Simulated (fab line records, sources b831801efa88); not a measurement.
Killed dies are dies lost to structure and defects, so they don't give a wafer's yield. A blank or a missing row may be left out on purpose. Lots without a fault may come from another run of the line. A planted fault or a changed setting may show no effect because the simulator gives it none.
A struck lot beside a sound one | flow sky130 | 16 steps out of a route of 708
Sound: wafers L851.2, L851.3, L851.5. Struck: wafer L856.6. (L856.1, L856.3 of the same lot were not struck and are left out.) The cause comes at the end.
At each step with rows: each side's tool, then ch and its chambers, then its first start. Under that, the readings that differ: sound wafers | struck wafers | difference of the means | sigmas: that difference in standard deviations of wafers without a fault.
alike: readings whose means differ by less than 2 such deviations, and words and numbers that are the same on both sides. not compared: withheld readings, readings that some wafer has no value for, bounds like >300 that may hide the same value, and numbers for which the record gives no deviation and whose values overlap.
The two part at a step that has a row with sigmas, a row that says differs or no value, or rows on one side only. Numbers that don't overlap but have no deviation are shown without sigmas and don't part them. A reading that every wafer of one side lacks parts them only if that side has two wafers or more.

SKY_SD_N_OVL_MEAS_08:
  sound on overlay-01, day 31 03:50; struck on overlay-01, day 32 14:56
  alike: SD_N_OVL
then, 2 steps without rows for these wafers: SKY_SD_N_IMPLANT_09; SKY_SD_N_IMPLANT_10.
SKY_SD_N_STRIP_11: strips in O2/N2.
  sound on plasma_asher-03 ch 0,1, day 31 04:10; struck on plasma_asher-02 ch 1, day 32 15:16
  alike: drypump_motor_current_A, oes_product_au, strip_time_to_endpoint_s
  not compared: rf_hours_counter_h
SKY_SD_N_TW_MEAS_12:
  sound on film_metro-04, day 31 04:17; struck on film_metro-02, day 32 15:22
  alike: SD_N_TW
then, 1 step without rows for these wafers: SKY_SD_N_CLEAN_13 (cleans in SC1/SC2, time 150 s).
SKY_SD_N_RTA_14: time 2 s.
  sound on rtp_anneal-02 ch 0, day 31 04:23; struck on rtp_anneal-01 ch 0, day 32 15:29
  reading            | sound             | struck | difference | sigmas
  lamp_power_pct (%) | 15.82 15.85 15.76 | 15.69  | -0.12      | -2
  alike: anneal_temp_c_max, wafer_temp_C_max
SKY_SD_N_RS_MEAS_16: measures by four-point-probe.
  sound on film_metro-02, day 31 04:34; struck on film_metro-02, day 32 15:43
  alike: SD_N_RS
SKY_SD_N_RS_MEAS_17: measures by four-point-probe.
  sound on film_metro-02, day 31 04:41; struck on film_metro-02, day 32 15:50
  alike: SD_P_RS
SKY_SD_N_RS_MEAS_18: measures by four-point-probe.
  sound on film_metro-02, day 31 04:49; struck on film_metro-02, day 32 15:57
  alike: RES_XHIGH_RS
then, 1 step without rows for these wafers: SKY_SALICIDE_CLEAN_00 (cleans in HF-last, time 30 s).
SKY_LI_CONTACT_HDPCVD_00: deposits PSG, target thk 930 nm, time 155 s.
  sound on hdpcvd-01 ch 0,2, day 31 04:56; struck on hdpcvd-01 ch 0, day 32 16:05
  reading                                       | sound             | struck | difference | sigmas
  run_length_s (s)                              | 183.4 183.0 183.4 | 226.1  | +42.8      | +99 or more
  model.PSG_of_LI_CONTACT_HDPCVD_00.thk_nm (nm) | 934.4 940.9 919.4 | 1179   | +247       |
SKY_LI_CONTACT_THK_MEAS_01:
  sound on film_metro-04, day 31 05:02; struck on film_metro-02, day 32 16:11
  reading                    | sound       | struck | difference | sigmas
  LI_CONTACT_HDPCVD_THK (nm) | 935 941 920 | 1179   | +247       | +18
SKY_LI_CONTACT_CMP_02: polishes PSG.
  sound on cmp-02 ch 0,1, day 31 05:05; struck on cmp-02 ch 2, day 32 16:15
  reading                | sound    | struck | difference | sigmas
  time_to_endpoint_s (s) | 30 38 36 | 55     | +20        | +5
  alike: motor_current_A, slurry_filter_dp_kPa
SKY_LI_CONTACT_BOW_MEAS_03:
  sound on film_metro-03, day 31 05:25; struck on film_metro-03, day 32 16:33
  alike: LI_CONTACT_BOW
-- the record jumps here: 17 days lie between the struck wafers' starts before and after (it left off in module LI_CONTACT and takes up again in module PAD_OPEN, whose first step shown is number 708 of the route) --
SKY_PAD_OPEN_PROBE_99:
  sound on prober-02, day 48 05:40; struck on prober-01, day 49 09:19
  alike: killed_at_M0_to_M3, killed_at_M4_up, killed_at_contacts, killed_at_front_end, killed_at_other, killed_dies, killed_on_rim, killed_open, killed_short

WHERE THEY PART
First at SKY_SD_N_RTA_14; last, within this record, at SKY_LI_CONTACT_CMP_02. Later steps at which nothing parts them and some readings are alike: SKY_LI_CONTACT_BOW_MEAS_03, SKY_PAD_OPEN_PROBE_99.

WHY: what the simulator had put in
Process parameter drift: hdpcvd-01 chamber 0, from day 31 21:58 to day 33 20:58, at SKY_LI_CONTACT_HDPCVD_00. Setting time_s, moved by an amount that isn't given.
